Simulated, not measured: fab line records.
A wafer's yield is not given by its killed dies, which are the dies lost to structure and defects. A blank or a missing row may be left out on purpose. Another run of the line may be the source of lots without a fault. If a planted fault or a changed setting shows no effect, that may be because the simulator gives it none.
Code-filled problem report in 8D (eight disciplines) form | flow sky130 | the parts of the form that need people (team, actions taken, sign-off) are left out

## 1. THE ISSUE
At SKY_METAL3_CD_MEAS_13, cd nm averages 247.6 nm over 2 wafers from 2 lots, while fault-free wafers read 300.2 nm, standard deviation 1.6. That puts it -33 standard deviations away from the usual mean.
The step: target cd 300 nm.
The first sign was on wafer L687.1 at day 40 23:49, on cd sem-02. At this step, 42 wafers from 14 lots have a number in the record. By rule, "out" or "out of limits" means more than 4 standard deviations away from the usual mean. Any other wafer with a number is counted as sound.

## 2. WHAT THIS IS AND IS NOT
question                    | is                   | is not
which readings at this step | cd nm                | -
which lots                  | L687, L688           | L681, L682, L683, L684, L685, L686, L696, L697, L699, L700, L701, L703
which wafers of those lots  | L687.1, L688.4       | L687.2, L687.3, L688.3, L688.5
read on which gauges        | cd sem-01, cd sem-02 | -
when                        | from day 40 23:49    | up to then (20 sound wafers); but 20 sound wafers of L688, L696, L697, L699, L700, L701, L703 came after

## 3. THE SUSPECTS, EACH WITH WHAT RULES IT OUT
Counting: if a tool at a process step up to the reading ran every lot that is out, it stays a suspect. Sound lots after the first of them don't rule it out here, since some wafers of a struck lot are sound.
- the gauge at SKY_METAL3_CD_MEAS_13: ruled out. Those wafers that are out were read across 2 gauges (cd sem-01, cd sem-02).
- pvd sputter-03 at SKY_METAL3_SPUTTER_03 (material Ti, target thk 5 nm, time 3.3 s): kept. It processed each lot that is out (first: L687, day 38 20:53); up to then, its last sound lot is L686 (day 38 10:10).
- krf scanner-01 at SKY_METAL3_EXPOSE_10 (exposes mask MM3, target cd 300 nm): kept. It processed each lot that is out (first: L687, day 40 11:56); up to then, its last sound lot is L686 (day 40 00:58).
The count leaves krf scanner-01 at SKY_METAL3_EXPOSE_10 and pvd sputter-03 at SKY_METAL3_SPUTTER_03.

## 4. THE CAUSE (what the simulator had put in)
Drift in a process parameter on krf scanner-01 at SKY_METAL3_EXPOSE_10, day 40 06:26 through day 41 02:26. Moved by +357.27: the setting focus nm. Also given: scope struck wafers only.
Counting left 2 suspects, and this tool is among them.

## 5. THE CHAIN OF EFFECTS, in route order
Rows list readings where the struck wafers' mean (over those with a number) sits beyond 3 standard deviations from the usual. Scope: only readings with a usual standard deviation given in the record; hours: median across lots of the time from each lot's start at the first step in this table that gives one to its start at this step; sigmas: change in usual standard deviations.
hours | step                  | reading | usual    | on struck wafers | change | sigmas
0     | SKY_METAL3_CD_MEAS_13 | cd nm   | 300.2 nm | 247.6            | -52.6  | -33

## 6. HOW IT WOULD HAVE BEEN CAUGHT EARLIER
The first out-of-limits reading at a measuring or inspecting step in this record came at day 40 23:49, 17 hours after the fault's start at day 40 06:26.
Lots out: 2; all had begun SKY_METAL3_EXPOSE_10 on krf scanner-01 by day 40 23:49. Holding the tool at that point would not have protected any of them.
